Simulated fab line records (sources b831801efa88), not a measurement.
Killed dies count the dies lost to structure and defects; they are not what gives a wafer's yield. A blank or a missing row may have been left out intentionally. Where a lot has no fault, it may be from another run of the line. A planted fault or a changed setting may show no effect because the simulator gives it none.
Which tool was responsible? + flow gf180mcu + 12 lots with 36 wafers sampled at 6 steps, on a route of 602 steps

WHAT THE GAUGES READ, wafer by wafer
GF_HV_LDD_TW_MEAS_38. Usual: HV_LDD_3_TW typically reads 1420, with standard deviation 17.
| lot  | measured     | on            | HV_LDD_3_TW    | flag |
|------|--------------|---------------|----------------|------|
| L479 | day 13 09:56 | film-metro-04 | 1406 1404 1403 |      |
| L480 | day 13 13:46 | film-metro-02 | 1444 1444 1441 |      |
| L481 | day 14 03:41 | film-metro-02 | 1447 1441 1449 |      |
| L482 | day 14 10:49 | film-metro-04 | 1410 1394 1399 |      |
| L485 | day 15 04:58 | film-metro-02 | 1445 1448 1446 |      |
| L486 | day 15 14:07 | film-metro-04 | 1415 1410 1402 |      |
| L490 | day 16 22:01 | film-metro-02 | 1758 1762 1773 | OFF  |
| L491 | day 17 03:28 | film-metro-03 | 1421 1416 1413 |      |
| L492 | day 17 07:07 | film-metro-03 | 1736 1728 1731 | OFF  |
| L496 | day 18 21:38 | film-metro-04 | 1408 1399 1402 |      |
| L497 | day 19 00:14 | film-metro-04 | 1410 1406 1413 |      |
| L501 | day 20 01:56 | film-metro-02 | 1427 1439 1435 |      |

GF_HV_LDD_RS_MEAS_53: uses a four-point probe to measure. Usual: HV_LDD_RS typically reads 426.9 ohm/sq, with standard deviation 0.88.
| lot  | measured     | on            | HV_LDD_RS (ohm/sq) | flag |
|------|--------------|---------------|--------------------|------|
| L479 | day 14 07:17 | film-metro-02 | 426.5 427.1 426.4  |      |
| L480 | day 14 10:51 | film-metro-03 | 427.2 425.8 427.5  |      |
| L481 | day 15 01:53 | film-metro-03 | 427.3 425.6 426.0  |      |
| L482 | day 15 09:25 | film-metro-04 | 427.5 427.3 427.1  |      |
| L485 | day 16 03:58 | film-metro-03 | 426.4 425.9 426.1  |      |
| L486 | day 16 13:36 | film-metro-02 | 427.0 426.2 426.5  |      |
| L490 | day 17 22:52 | film-metro-04 | 366.6 366.3 366.4  | OFF  |
| L491 | day 18 03:57 | film-metro-04 | 427.7 427.7 426.2  |      |
| L492 | day 18 09:00 | film-metro-02 | 365.1 366.7 365.6  | OFF  |
| L496 | day 20 00:26 | film-metro-03 | 427.0 426.5 426.3  |      |
| L497 | day 20 02:27 | film-metro-04 | 426.9 427.4 426.6  |      |
| L501 | day 21 04:09 | film-metro-03 | 426.4 427.1 427.7  |      |

TOOL THAT RAN EACH LOT (tool first, then ch and the chambers of the sampled wafers, then the start)
| lot  | GF_POLY_GATE_ETCH_12               | GF_HV_LDD_IMPLANT_36            | GF_HV_LDD_STRIP_49                   | GF_HV_LDD_RTA_52                 |
|------|------------------------------------|---------------------------------|--------------------------------------|----------------------------------|
| L479 | rie-diel-04 ch 1,2,3, day 10 19:58 | implanter-01 ch 0, day 13 09:41 | plasma-asher-03 ch 0,1, day 14 07:01 | rtp-anneal-02 ch 0, day 14 07:13 |
| L480 | rie-diel-02 ch 0,1,3, day 10 23:19 | implanter-03 ch 0, day 13 13:31 | plasma-asher-02 ch 0,1, day 14 10:34 | rtp-anneal-01 ch 0, day 14 10:47 |
| L481 | rie-diel-04 ch 1,2, day 11 11:28   | implanter-04 ch 0, day 14 03:27 | plasma-asher-02 ch 0,1, day 15 01:35 | rtp-anneal-02 ch 0, day 15 01:48 |
| L482 | rie-diel-04 ch 1,2, day 11 15:34   | implanter-01 ch 0, day 14 10:35 | plasma-asher-04 ch 0,1, day 15 09:07 | rtp-anneal-02 ch 0, day 15 09:20 |
| L485 | rie-diel-02 ch 1,3, day 12 09:47   | implanter-01 ch 0, day 15 04:44 | plasma-asher-04 ch 0,1, day 16 03:40 | rtp-anneal-01 ch 0, day 16 03:53 |
| L486 | rie-diel-04 ch 0,1,2, day 12 19:02 | implanter-01 ch 0, day 15 13:52 | plasma-asher-02 ch 0,1, day 16 13:20 | rtp-anneal-02 ch 0, day 16 13:32 |
| L490 | rie-diel-02 ch 0,1,2, day 13 21:20 | implanter-01 ch 0, day 16 21:47 | plasma-asher-03 ch 0,1, day 17 22:35 | rtp-anneal-02 ch 0, day 17 22:48 |
| L491 | rie-diel-02 ch 0,1,2, day 14 02:41 | implanter-04 ch 0, day 17 03:14 | plasma-asher-03 ch 0,1, day 18 03:40 | rtp-anneal-01 ch 0, day 18 03:53 |
| L492 | rie-diel-02 ch 2,3, day 14 07:22   | implanter-01 ch 0, day 17 06:52 | plasma-asher-04 ch 0,1, day 18 08:44 | rtp-anneal-01 ch 0, day 18 08:56 |
| L496 | rie-diel-03 ch 2,3, day 15 10:13   | implanter-04 ch 0, day 18 21:26 | plasma-asher-03 ch 0,1, day 20 00:05 | rtp-anneal-01 ch 0, day 20 00:21 |
| L497 | rie-diel-04 ch 2,3, day 15 18:13   | implanter-04 ch 0, day 19 00:00 | plasma-asher-02 ch 0,1, day 20 02:10 | rtp-anneal-02 ch 0, day 20 02:23 |
| L501 | rie-diel-04 ch 1,2, day 16 17:02   | implanter-03 ch 0, day 20 01:43 | plasma-asher-04 ch 0,1, day 21 03:52 | rtp-anneal-01 ch 0, day 21 04:04 |
- GF_POLY_GATE_ETCH_12: etches BARC in N2/H2.
- GF_HV_LDD_IMPLANT_36
- GF_HV_LDD_STRIP_49: strips in O2/N2.
- GF_HV_LDD_RTA_52: time 10 s.

WHAT THE TOOLS THEMSELVES READ (means of the sampled wafers that have a number; where no wafer has one, the mark that the record gives instead)
GF_POLY_GATE_ETCH_12. Usual: drypump-motor-current-A 5.6 A, standard deviation 0.39; oes-product-au 0.735 a.u., standard deviation 0.0046; throttle-valve-pct 13.214 %, standard deviation 0.0087.
| lot  | tool        | drypump-motor-current-A (A) | oes-product-au (a.u.) | throttle-valve-pct (%) | flag |
|------|-------------|-----------------------------|-----------------------|------------------------|------|
| L479 | rie-diel-04 | 6.0                         | 0.737                 | 13.203                 |      |
| L480 | rie-diel-02 | 5.5                         | 0.731                 | 13.214                 |      |
| L481 | rie-diel-04 | 6.2                         | 0.737                 | 13.218                 |      |
| L482 | rie-diel-04 | 6.2                         | 0.738                 | 13.212                 |      |
| L485 | rie-diel-02 | 5.5                         | 0.732                 | 13.211                 |      |
| L486 | rie-diel-04 | 5.8                         | 0.731                 | 13.218                 |      |
| L490 | rie-diel-02 | 5.4                         | 0.733                 | 13.211                 |      |
| L491 | rie-diel-02 | 5.4                         | 0.737                 | 13.224                 |      |
| L492 | rie-diel-02 | 5.7                         | 0.733                 | 13.219                 |      |
| L496 | rie-diel-03 | 5.6                         | 0.736                 | 13.217                 |      |
| L497 | rie-diel-04 | 5.7                         | 0.732                 | 13.213                 |      |
| L501 | rie-diel-04 | 5.9                         | 0.736                 | 13.214                 |      |

GF_HV_LDD_IMPLANT_36. Usual: dose-ions-cm2 7.499e+12, standard deviation 8.2e+09; faraday-current-uA 42.2, standard deviation 0.8.
| lot  | tool         | dose-ions-cm2 | faraday-current-uA | flag |
|------|--------------|---------------|--------------------|------|
| L479 | implanter-01 | 7.493e+12     | 42.1               |      |
| L480 | implanter-03 | 7.496e+12     | 42.0               |      |
| L481 | implanter-04 | 7.497e+12     | 42.7               |      |
| L482 | implanter-01 | 7.494e+12     | 42.8               |      |
| L485 | implanter-01 | 7.493e+12     | 42.5               |      |
| L486 | implanter-01 | 7.496e+12     | 42.3               |      |
| L490 | implanter-01 | 3.375e+13     | 188.8              | OFF  |
| L491 | implanter-04 | 7.503e+12     | 41.9               |      |
| L492 | implanter-01 | 3.374e+13     | 190.1              | OFF  |
| L496 | implanter-04 | 7.496e+12     | 43.0               |      |
| L497 | implanter-04 | 7.494e+12     | 41.4               |      |
| L501 | implanter-03 | 7.515e+12     | 42.2               |      |

GF_HV_LDD_STRIP_49. Usual: drypump-motor-current-A 5.5 A, standard deviation 0.36; heater-power-w 356 W, standard deviation 47; oes-product-au 0.716 a.u., standard deviation 0.0043; strip-time-to-endpoint-s 12.65 s, standard deviation 0.04.
| lot  | tool            | drypump-motor-current-A (A) | heater-power-w (W) | oes-product-au (a.u.) | strip-time-to-endpoint-s (s) | flag |
|------|-----------------|-----------------------------|--------------------|-----------------------|------------------------------|------|
| L479 | plasma-asher-03 | 5.4                         | 321                | 0.714                 | 12.63                        |      |
| L480 | plasma-asher-02 | 5.6                         | 342                | 0.717                 | 12.62                        |      |
| L481 | plasma-asher-02 | 5.6                         | 345                | 0.718                 | 12.59                        |      |
| L482 | plasma-asher-04 | 5.3                         | 372                | 0.713                 | 12.61                        |      |
| L485 | plasma-asher-04 | 5.7                         | 394                | 0.718                 | 12.62                        |      |
| L486 | plasma-asher-02 | 5.3                         | 323                | 0.719                 | 12.66                        |      |
| L490 | plasma-asher-03 | 5.4                         | 326                | 0.715                 | 12.71                        |      |
| L491 | plasma-asher-03 | 5.4                         | 326                | 0.718                 | 12.69                        |      |
| L492 | plasma-asher-04 | 5.3                         | 372                | 0.718                 | 12.63                        |      |
| L496 | plasma-asher-03 | 5.4                         | 330                | 0.715                 | 12.72                        |      |
| L497 | plasma-asher-02 | 5.3                         | 320                | 0.717                 | 12.62                        |      |
| L501 | plasma-asher-04 | 5.3                         | 375                | 0.714                 | 12.63                        |      |

GF_HV_LDD_RTA_52. Usual: lamp-power-pct 32.6 %, standard deviation 2.6; wafer_temp_C_max 1004.8, standard deviation 1.1.
| lot  | tool          | lamp-power-pct (%) | wafer_temp_C_max | flag |
|------|---------------|--------------------|------------------|------|
| L479 | rtp-anneal-02 | 35.5               | 1006.8           |      |
| L480 | rtp-anneal-01 | 30.2               | 1004.5           |      |
| L481 | rtp-anneal-02 | 35.5               | 1006.0           |      |
| L482 | rtp-anneal-02 | 35.5               | 1004.7           |      |
| L485 | rtp-anneal-01 | 30.2               | 1004.5           |      |
| L486 | rtp-anneal-02 | 35.5               | 1005.8           |      |
| L490 | rtp-anneal-02 | 35.5               | 1006.7           |      |
| L491 | rtp-anneal-01 | 30.2               | 1004.5           |      |
| L492 | rtp-anneal-01 | 30.2               | 1004.3           |      |
| L496 | rtp-anneal-01 | 30.2               | 1004.1           |      |
| L497 | rtp-anneal-02 | 35.5               | 1004.7           |      |
| L501 | rtp-anneal-01 | 30.2               | 1003.8           |      |

THE ANSWER, worked out from the rows above alone
Rule: take the mean of a lot's wafers that have a number; if it is more than 3 standard deviations from the usual mean, the lot is off. A lot without any number at a reading at which 4 lots or more have one is off too. The other lots that the step has rows for count as sound. The gauges are gone through in route order, then the tools' own readings, and for those a lot's mean is taken as printed above. At the first step where some lot is off, the reading lying furthest off is the one used; lots without a number count as furthest.
Off: L490, L492, seen at GF_HV_LDD_TW_MEAS_38 (HV_LDD_3_TW).
A tool fits if, at a process step before that reading, it ran every lot that is off, and no sound lot after the first of them. The gauges at GF_HV_LDD_TW_MEAS_38 aren't tried: what is off there is off at GF_HV_LDD_IMPLANT_36 too, on other tools, and a gauge's error can't cause that. One fits: implanter-01 at GF_HV_LDD_IMPLANT_36. Its last sound lot is L486 (day 15 13:52), its first lot that is off L490 (day 16 21:47): a fault that began between those two fits.
The tool's own readings at GF_HV_LDD_IMPLANT_36 bear it out: on the lots that are off they differ by more than 5 times the standard deviation of the sound lots' means. dose-ions-cm2 reads 3.374e+13 there against 7.498e+12 on the sound lots; faraday-current-uA reads 189.4 there against 42.3 on the sound lots.

WHAT THE SIMULATOR HAD INSERTED
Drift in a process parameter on implanter-01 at GF_HV_LDD_IMPLANT_36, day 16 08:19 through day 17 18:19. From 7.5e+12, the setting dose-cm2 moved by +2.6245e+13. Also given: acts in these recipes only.
Shown lots that were struck: L490, L492. The same result came from the rule above.
